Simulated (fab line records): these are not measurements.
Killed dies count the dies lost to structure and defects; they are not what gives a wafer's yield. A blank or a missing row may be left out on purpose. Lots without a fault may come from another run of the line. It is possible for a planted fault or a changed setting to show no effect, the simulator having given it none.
Which tool did it? / flow gf180mcu / 39 wafers from 13 lots sampled at 3 of the route's 602 steps

## WHAT EACH GAUGE READ, for each wafer
GF_LVPWELL_OVL_MEAS_07. Usual: LVPWELL_OVL typically reads 1.1 nm, with standard deviation 1.4.
lot=L214; measured=day 3 23:11; on=overlay-02; LVPWELL_OVL (nm)=3.2 3.4 3.3; flag=
lot=L215; measured=day 4 03:32; on=overlay-01; LVPWELL_OVL (nm)=1.5 1.6 -0.5; flag=
lot=L216; measured=day 4 08:05; on=overlay-01; LVPWELL_OVL (nm)=2.4 2.6 0.3; flag=
lot=L219; measured=day 4 22:35; on=overlay-01; LVPWELL_OVL (nm)=0.0 -1.1 -2.1; flag=
lot=L220; measured=day 5 06:41; on=overlay-01; LVPWELL_OVL (nm)=-1.3 1.2 -0.2; flag=
lot=L223; measured=day 5 23:05; on=overlay-01; LVPWELL_OVL (nm)=1.4 1.3 1.1; flag=
lot=L224; measured=day 6 05:43; on=overlay-01; LVPWELL_OVL (nm)=0.4 -0.9 -0.8; flag=
lot=L225; measured=day 6 13:07; on=overlay-01; LVPWELL_OVL (nm)=0.1 1.6 1.9; flag=
lot=L226; measured=day 6 14:08; on=overlay-01; LVPWELL_OVL (nm)=0.6 2.9 0.4; flag=
lot=L228; measured=day 7 04:37; on=overlay-01; LVPWELL_OVL (nm)=1.5 1.9 0.8; flag=
lot=L229; measured=day 7 08:44; on=overlay-01; LVPWELL_OVL (nm)=-0.7 1.2 -1.8; flag=
lot=L235; measured=day 8 20:17; on=overlay-01; LVPWELL_OVL (nm)=2.4 0.1 2.3; flag=
lot=L236; measured=day 9 00:49; on=overlay-02; LVPWELL_OVL (nm)=-0.5 0.3 2.8; flag=

GF_HV_LDD_CD_MEAS_07: the cd target is 400 nm. Usual: cd nm reads 400.3 nm (standard deviation 1.8).
lot=L214; measured=day 10 03:23; on=cd sem-01; cd nm (nm)=397.0 395.0 396.5; flag=
lot=L215; measured=day 10 16:58; on=cd sem-02; cd nm (nm)=398.3 400.4 398.0; flag=
lot=L216; measured=day 10 17:04; on=cd sem-02; cd nm (nm)=401.1 400.2 401.2; flag=
lot=L219; measured=day 11 16:17; on=cd sem-02; cd nm (nm)=401.4 401.7 402.7; flag=
lot=L220; measured=day 12 02:56; on=cd sem-01; cd nm (nm)=401.7 397.7 398.8; flag=
lot=L223; measured=day 12 20:10; on=cd sem-02; cd nm (nm)=402.2 402.8 402.1; flag=
lot=L224; measured=day 13 04:49; on=cd sem-02; cd nm (nm)=400.2 402.2 402.2; flag=
lot=L225; measured=day 13 13:46; on=cd sem-02; cd nm (nm)=398.7 399.1 397.1; flag=
lot=L226; measured=day 13 14:43; on=cd sem-01; cd nm (nm)=400.7 400.7 399.1; flag=
lot=L228; measured=day 14 04:13; on=cd sem-01; cd nm (nm)=417.6 416.2 415.4; flag=OFF
lot=L229; measured=day 14 11:10; on=cd sem-01; cd nm (nm)=418.4 417.5 417.5; flag=OFF
lot=L235; measured=day 16 05:40; on=cd sem-01; cd nm (nm)=398.6 398.2 398.0; flag=
lot=L236; measured=day 16 15:25; on=cd sem-02; cd nm (nm)=401.1 399.3 401.9; flag=

## EACH LOT AND THE TOOL THAT RAN IT (in order: tool; ch and the chambers of the sampled wafers; start)
lot=L214; GF_HV_LDD_DEVELOP_06=litho track-02 ch 0, day 10 03:14
lot=L215; GF_HV_LDD_DEVELOP_06=litho track-01 ch 0, day 10 16:49
lot=L216; GF_HV_LDD_DEVELOP_06=litho track-02 ch 0, day 10 16:50
lot=L219; GF_HV_LDD_DEVELOP_06=litho track-03 ch 0, day 11 16:09
lot=L220; GF_HV_LDD_DEVELOP_06=litho track-03 ch 0, day 12 02:48
lot=L223; GF_HV_LDD_DEVELOP_06=litho track-02 ch 0, day 12 20:01
lot=L224; GF_HV_LDD_DEVELOP_06=litho track-01 ch 0, day 13 04:40
lot=L225; GF_HV_LDD_DEVELOP_06=litho track-03 ch 0, day 13 13:37
lot=L226; GF_HV_LDD_DEVELOP_06=litho track-02 ch 0, day 13 14:34
lot=L228; GF_HV_LDD_DEVELOP_06=litho track-02 ch 0, day 14 04:04
lot=L229; GF_HV_LDD_DEVELOP_06=litho track-02 ch 0, day 14 11:01
lot=L235; GF_HV_LDD_DEVELOP_06=litho track-01 ch 0, day 16 05:31
lot=L236; GF_HV_LDD_DEVELOP_06=litho track-01 ch 0, day 16 15:16
- GF_HV_LDD_DEVELOP_06: develop time 60 s.

## WHAT THE TOOLS THEMSELVES READ (means of the sampled wafers that have a number; where no wafer has one, the mark that the record gives instead)
GF_HV_LDD_DEVELOP_06. Usual: chill plate temp C reads 22.99 C (standard deviation 0.097).
lot=L214; tool=litho track-02; chill plate temp C (C)=22.92; flag=
lot=L215; tool=litho track-01; chill plate temp C (C)=23.01; flag=
lot=L216; tool=litho track-02; chill plate temp C (C)=22.88; flag=
lot=L219; tool=litho track-03; chill plate temp C (C)=23.05; flag=
lot=L220; tool=litho track-03; chill plate temp C (C)=22.97; flag=
lot=L223; tool=litho track-02; chill plate temp C (C)=22.93; flag=
lot=L224; tool=litho track-01; chill plate temp C (C)=23.04; flag=
lot=L225; tool=litho track-03; chill plate temp C (C)=23.02; flag=
lot=L226; tool=litho track-02; chill plate temp C (C)=23.12; flag=
lot=L228; tool=litho track-02; chill plate temp C (C)=22.94; flag=
lot=L229; tool=litho track-02; chill plate temp C (C)=23.03; flag=
lot=L235; tool=litho track-01; chill plate temp C (C)=23.06; flag=
lot=L236; tool=litho track-01; chill plate temp C (C)=22.98; flag=

## THE ANSWER, worked out from the rows above alone
Rule: lot off if the mean of its wafers having a number is beyond 3 standard deviations from the usual mean. Also off: a lot with no number at a reading for which 4 or more lots have one. All remaining lots with rows at the step are treated as sound. After the gauges, taken in route order, come the tools' own readings; for these a lot's mean is taken, as printed above. The first step at which some lot is off is used, and at that step the reading that is off furthest; a lot without a number counts as furthest.
Off: L228, L229, at GF_HV_LDD_CD_MEAS_07 (cd nm).
If a tool, at a process step before that reading, ran all the lots that are off and no sound lot after the first of them, it fits. The gauges at GF_HV_LDD_CD_MEAS_07 are tried like those tools. One fits: litho track-02 at GF_HV_LDD_DEVELOP_06. Its last sound lot is L226 (day 13 14:34), its first lot that is off L228 (day 14 04:04): a fault that began between those two fits.

## WHAT WAS PUT IN BY THE SIMULATOR
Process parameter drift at GF_HV_LDD_DEVELOP_06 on litho track-02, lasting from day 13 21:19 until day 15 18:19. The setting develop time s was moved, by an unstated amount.
Struck lots among those shown: L228, L229. The same result came from the rule above.
